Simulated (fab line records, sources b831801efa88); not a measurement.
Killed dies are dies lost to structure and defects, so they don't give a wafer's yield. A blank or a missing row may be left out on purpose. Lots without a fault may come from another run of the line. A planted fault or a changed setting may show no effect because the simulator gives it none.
Which tool did it? | flow sky130 | 11 lots, 33 wafers sampled, at 6 steps of a route of 708

WHAT THE GAUGES READ, wafer by wafer
SKY_LDD_N_TW_MEAS_17. Usual: LDD_N_TW 2604, standard deviation 15.
lot  | measured     | on            | LDD_N_TW       | flag
L649 | day 18 18:03 | film_metro-01 | 2593 2601 2597 |
L648 | day 18 21:01 | film_metro-01 | 2593 2591 2590 |
L651 | day 18 21:12 | film_metro-01 | 2590 2590 2582 |
L652 | day 19 07:11 | film_metro-01 | 2624 2614 2618 |
L653 | day 19 18:34 | film_metro-01 | 2614 2612 2609 |
L655 | day 20 12:24 | film_metro-03 | 2620 2625 2612 |
L660 | day 22 08:07 | film_metro-03 | 2612 2618 2585 |
L661 | day 22 22:10 | film_metro-03 | 2607 2606 2596 |
L662 | day 23 04:50 | film_metro-03 | 2601 2613 2615 |
L663 | day 23 11:50 | film_metro-03 | 2609 2610 2616 |
L664 | day 23 15:45 | film_metro-03 | 2606 2609 2600 |

SKY_SPACER_THK_MEAS_01. Usual: SPACER_CVD_00_THK 43.0 nm, standard deviation 0.41.
lot  | measured     | on            | SPACER_CVD_00_THK (nm) | flag
L649 | day 24 00:11 | film_metro-03 | 43.2 43.4 43.3         |
L648 | day 24 02:26 | film_metro-03 | 42.9 43.3 43.1         |
L651 | day 24 03:40 | film_metro-03 | 43.2 43.2 43.1         |
L652 | day 24 13:02 | film_metro-03 | 43.1 42.8 43.2         |
L653 | day 24 23:10 | film_metro-04 | 43.0 43.6 43.2         |
L655 | day 25 15:41 | film_metro-04 | 42.4 42.5 42.7         |
L660 | day 27 09:56 | film_metro-03 | 43.0 42.8 42.9         |
L661 | day 27 23:13 | film_metro-04 | 42.5 42.5 42.8         |
L662 | day 28 04:48 | film_metro-04 | 33.6 33.5 33.8         | OFF
L663 | day 28 11:20 | film_metro-01 | 33.4 33.3 33.3         | OFF
L664 | day 28 15:09 | film_metro-01 | 33.5 33.7 33.4         | OFF

SKY_SD_P_OVL_MEAS_08. Usual: SD_P_OVL -1.3 nm, standard deviation 1.4.
lot  | measured     | on         | SD_P_OVL (nm)  | flag
L649 | day 26 12:31 | overlay-01 | 1.1 0.4 0.3    |
L648 | day 26 14:19 | overlay-02 | -0.6 -1.4 -1.0 |
L651 | day 26 15:34 | overlay-02 | -2.1 -2.9 -0.6 |
L652 | day 26 23:26 | overlay-02 | -2.7 0.4 -1.9  |
L653 | day 27 09:39 | overlay-01 | -1.1 -1.3 -1.8 |
L655 | day 28 01:33 | overlay-02 | -1.0 -1.1 0.2  |
L660 | day 29 19:48 | overlay-02 | -1.9 -2.5 -4.9 |
L661 | day 30 07:28 | overlay-02 | -1.9 -1.2 -3.1 |
L662 | day 30 14:26 | overlay-02 | -0.1 0.8 -1.8  |
L663 | day 30 20:05 | overlay-02 | -0.7 -2.1 -0.1 |
L664 | day 31 00:11 | overlay-01 | -0.5 -1.9 -1.1 |

WHICH TOOL RAN EACH LOT (tool, then ch and the chambers of the sampled wafers, then the start)
lot  | SKY_SPACER_CVD_00           | SKY_SPACER_ETCHBACK_02             | SKY_POLY_CUT_STRIP_12
L649 | lpcvd-02 ch 0, day 23 22:58 | rie_diel-03 ch 0,3, day 24 00:14   | plasma_asher-01 ch 0,1, day 25 06:25
L648 | lpcvd-02 ch 1, day 24 01:14 | rie_diel-01 ch 0,1,3, day 24 02:29 | plasma_asher-03 ch 0,1, day 25 09:16
L651 | lpcvd-02 ch 1, day 24 02:26 | rie_diel-02 ch 1,2,3, day 24 03:42 | plasma_asher-04 ch 0,1, day 25 10:17
L652 | lpcvd-02 ch 1, day 24 11:49 | rie_diel-03 ch 0,1,2, day 24 13:05 | plasma_asher-03 ch 0,1, day 25 19:16
L653 | lpcvd-02 ch 1, day 24 21:57 | rie_diel-03 ch 0,1,2, day 24 23:13 | plasma_asher-01 ch 0,1, day 26 04:55
L655 | lpcvd-02 ch 1, day 25 14:28 | rie_diel-01 ch 0,1,3, day 25 15:44 | plasma_asher-03 ch 0,1, day 26 21:04
L660 | lpcvd-02 ch 1, day 27 08:43 | rie_diel-01 ch 0,2,3, day 27 09:59 | plasma_asher-01 ch 1, day 28 14:36
L661 | lpcvd-02 ch 0, day 27 21:59 | rie_diel-01 ch 0,1,2, day 27 23:16 | plasma_asher-01 ch 0,1, day 29 03:25
L662 | lpcvd-02 ch 0, day 28 03:34 | rie_diel-02 ch 0,1,3, day 28 04:50 | plasma_asher-01 ch 0,1, day 29 10:12
L663 | lpcvd-02 ch 0, day 28 10:07 | rie_diel-03 ch 0,1,3, day 28 11:23 | plasma_asher-03 ch 0,1, day 29 16:01
L664 | lpcvd-02 ch 0, day 28 13:57 | rie_diel-01 ch 1,2,3, day 28 15:13 | plasma_asher-01 ch 0,1, day 29 20:16
- SKY_SPACER_CVD_00: deposits Si3N4 from DCS/NH3, target thk 43.1 nm, time 740 s.
- SKY_SPACER_ETCHBACK_02: etches Si3N4 in CH3F/O2, stops on SiO2, time 46.7 s, target depth 45 nm.
- SKY_POLY_CUT_STRIP_12: strips in O2/N2.

WHAT THE TOOLS THEMSELVES READ (means of the sampled wafers that have a number; where no wafer has one, the mark that the record gives instead)
SKY_SPACER_CVD_00. Usual: spike_tc_lower_C 771.7 C, standard deviation 1.3; spike_tc_upper_C 769.2 C, standard deviation 1.1.
lot  | tool     | spike_tc_lower_C (C) | spike_tc_upper_C (C) | flag
L649 | lpcvd-02 | 772.5                | 769.3                |
L648 | lpcvd-02 | 769.8                | 769.8                |
L651 | lpcvd-02 | 769.8                | 769.0                |
L652 | lpcvd-02 | 770.0                | 769.6                |
L653 | lpcvd-02 | 770.0                | 769.9                |
L655 | lpcvd-02 | 770.5                | 769.7                |
L660 | lpcvd-02 | 771.1                | 769.9                |
L661 | lpcvd-02 | 772.7                | 769.1                |
L662 | lpcvd-02 | 773.2                | 768.8                |
L663 | lpcvd-02 | 773.4                | 768.6                |
L664 | lpcvd-02 | 772.6                | 768.3                |

SKY_SPACER_ETCHBACK_02. Usual: drypump_motor_current_A 5.9 A, standard deviation 0.5; oes_product_au 0.854 a.u., standard deviation 0.0065; throttle_valve_pct 10.562 %, standard deviation 0.0087.
lot  | tool        | drypump_motor_current_A (A) | oes_product_au (a.u.) | throttle_valve_pct (%) | flag
L649 | rie_diel-03 | 6.2                         | 0.853                 | 10.566                 |
L648 | rie_diel-01 | 5.7                         | 0.855                 | 10.559                 |
L651 | rie_diel-02 | 6.3                         | 0.850                 | 10.559                 |
L652 | rie_diel-03 | 6.2                         | 0.858                 | 10.570                 |
L653 | rie_diel-03 | 6.2                         | 0.855                 | 10.565                 |
L655 | rie_diel-01 | 5.7                         | 0.847                 | 10.558                 |
L660 | rie_diel-01 | 5.5                         | 0.857                 | 10.559                 |
L661 | rie_diel-01 | 5.6                         | 0.850                 | 10.563                 |
L662 | rie_diel-02 | 6.1                         | 0.748                 | 10.553                 | OFF
L663 | rie_diel-03 | 6.3                         | 0.745                 | 10.550                 | OFF
L664 | rie_diel-01 | 5.3                         | 0.750                 | 10.545                 | OFF

SKY_POLY_CUT_STRIP_12. Usual: drypump_motor_current_A 5.9 A, standard deviation 0.56; oes_product_au 0.452 a.u., standard deviation 0.0049; strip_time_to_endpoint_s 5.357 s, standard deviation 0.018.
lot  | tool            | drypump_motor_current_A (A) | oes_product_au (a.u.) | strip_time_to_endpoint_s (s) | flag
L649 | plasma_asher-01 | 6.2                         | 0.451                 | 5.349                        |
L648 | plasma_asher-03 | 5.8                         | 0.453                 | 5.366                        |
L651 | plasma_asher-04 | 5.8                         | 0.454                 | 5.363                        |
L652 | plasma_asher-03 | 5.8                         | 0.450                 | 5.352                        |
L653 | plasma_asher-01 | 5.9                         | 0.453                 | 5.335                        |
L655 | plasma_asher-03 | 5.4                         | 0.452                 | 5.352                        |
L660 | plasma_asher-01 | 5.5                         | 0.448                 | 5.354                        |
L661 | plasma_asher-01 | 6.2                         | 0.450                 | 5.350                        |
L662 | plasma_asher-01 | 6.3                         | 0.449                 | 5.393                        |
L663 | plasma_asher-03 | 5.4                         | 0.454                 | 5.364                        |
L664 | plasma_asher-01 | 6.2                         | 0.451                 | 5.330                        |

THE ANSWER, worked out from the rows above alone
Rule: a lot is off if the mean of its wafers that have a number lies more than 3 standard deviations from the usual mean. A lot without any number at a reading at which 4 lots or more have one is off too. The other lots that the step has rows for count as sound. The gauges are gone through in route order, then the tools' own readings, and for those a lot's mean is taken as printed above. The first step at which some lot is off is used, and at that step the reading that is off furthest; a lot without a number counts as furthest.
Off: L662, L663, L664, at SKY_SPACER_THK_MEAS_01 (SPACER_CVD_00_THK).
A tool fits if, at a process step before that reading, it ran every lot that is off, and no sound lot after the first of them. The gauges at SKY_SPACER_THK_MEAS_01 aren't tried: what is off there is off at SKY_SPACER_ETCHBACK_02 too, on other tools, and a gauge's error can't cause that. One fits: lpcvd-02 at SKY_SPACER_CVD_00. Its last sound lot is L661 (day 27 21:59), its first lot that is off L662 (day 28 03:34): a fault that began between those two fits.

WHAT THE SIMULATOR HAD PUT IN
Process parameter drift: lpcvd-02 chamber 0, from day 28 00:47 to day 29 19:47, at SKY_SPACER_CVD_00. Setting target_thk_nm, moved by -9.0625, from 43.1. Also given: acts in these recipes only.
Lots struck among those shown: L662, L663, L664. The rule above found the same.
